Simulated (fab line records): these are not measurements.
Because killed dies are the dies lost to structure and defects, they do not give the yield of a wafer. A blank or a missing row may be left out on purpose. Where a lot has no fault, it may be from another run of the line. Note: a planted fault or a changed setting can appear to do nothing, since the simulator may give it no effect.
8D (eight disciplines) problem report, filled in by code -- flow sky130 -- the parts of the form that need people (team, actions taken, sign-off) are left out

1. THE PROBLEM
Wafers free of any fault read 1027 nm (standard deviation 9.6) for VIA1_HDPCVD_THK at SKY_VIA1_THK_MEAS_01, against a mean of 1221 nm on 4 wafers of 3 lots. That puts it +20 standard deviations away from the usual mean.
Seen first at day 37 02:03 on film-metro-03, wafer L615.1. At this step, 33 wafers from 12 lots have a number in the record. By rule, "out" or "out of limits" means more than 4 standard deviations away from the usual mean. The other wafers with a number count as sound.

2. WHAT IT IS; WHAT IT IS NOT
question,is,is not
which readings at this step,VIA1_HDPCVD_THK,-
which lots,"L615, L616, L618","L604, L605, L606, L609, L610, L611, L619, L623, L625"
which wafers of those lots,"L615.1, L615.3, L616.1, L618.1","L616.4, L618.2"
read on which gauges,"film-metro-03, film-metro-04",film-metro-01
when,from day 37 02:03,"up to then (18 sound wafers); but 11 sound wafers of L616, L618, L619, L623, L625 came after"

3. SUSPECTS, AND WHAT RULES EACH OUT
Counting: if a tool at a process step up to the reading ran every lot that is out, it stays a suspect. Sound lots after the first of them don't rule it out here, since some wafers of a struck lot are sound.
- the gauge at SKY_VIA1_THK_MEAS_01 has been ruled out. 2 gauges (film-metro-03, film-metro-04) read the wafers that are out.
- hdpcvd-02 at SKY_VIA1_HDPCVD_00 (deposits SiO2, target thk 1030 nm, time 171.7 s): kept. It ran every lot that is out, first L615 (day 37 01:56); its last sound lot up to then is L611 (day 35 22:22). Its own readings are out on those wafers: run-length-s.
Remaining after the count: hdpcvd-02 at SKY_VIA1_HDPCVD_00.

4. THE CAUSE (what the simulator had put in)
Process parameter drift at SKY_VIA1_HDPCVD_00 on hdpcvd-02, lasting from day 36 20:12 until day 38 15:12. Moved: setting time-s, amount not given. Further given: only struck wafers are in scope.
The count eliminated every tool but this one.

5. THE EFFECT CHAIN, in route order
One row per reading whose mean, taken over the struck wafers that have a number, lies over 3 standard deviations from the usual. Only readings whose record carries a usual standard deviation are examined. hours: median over the lots of the time between each lot's start at the first step of this table that gives one and its start at this step. sigmas: the change, counted in usual standard deviations.
hours,step,reading,usual,on struck wafers,change,sigmas
0,SKY_VIA1_HDPCVD_00,run-length-s,199.9 s,231.2,+31.3,+98
0,SKY_VIA1_THK_MEAS_01,VIA1_HDPCVD_THK,1027 nm,1221,+194,+20
Its process steps:
- SKY_VIA1_HDPCVD_00: deposits SiO2, target thk 1030 nm, time 171.7 s.

6. WHAT WOULD HAVE CAUGHT IT SOONER
6 hours passed between the start of the fault at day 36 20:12 and the first reading out of limits at a measuring or inspecting step in this record, taken at day 37 02:03.
Tool's own readings at SKY_VIA1_HDPCVD_00, run-length-s: out on all struck wafers the step has rows for; an alarm limit on them would have tripped on the first.
L616, L618, from the lots that are out (3), started SKY_VIA1_HDPCVD_00 on hdpcvd-02 later than day 37 02:03. A hold on the tool at that time would have spared those 2.
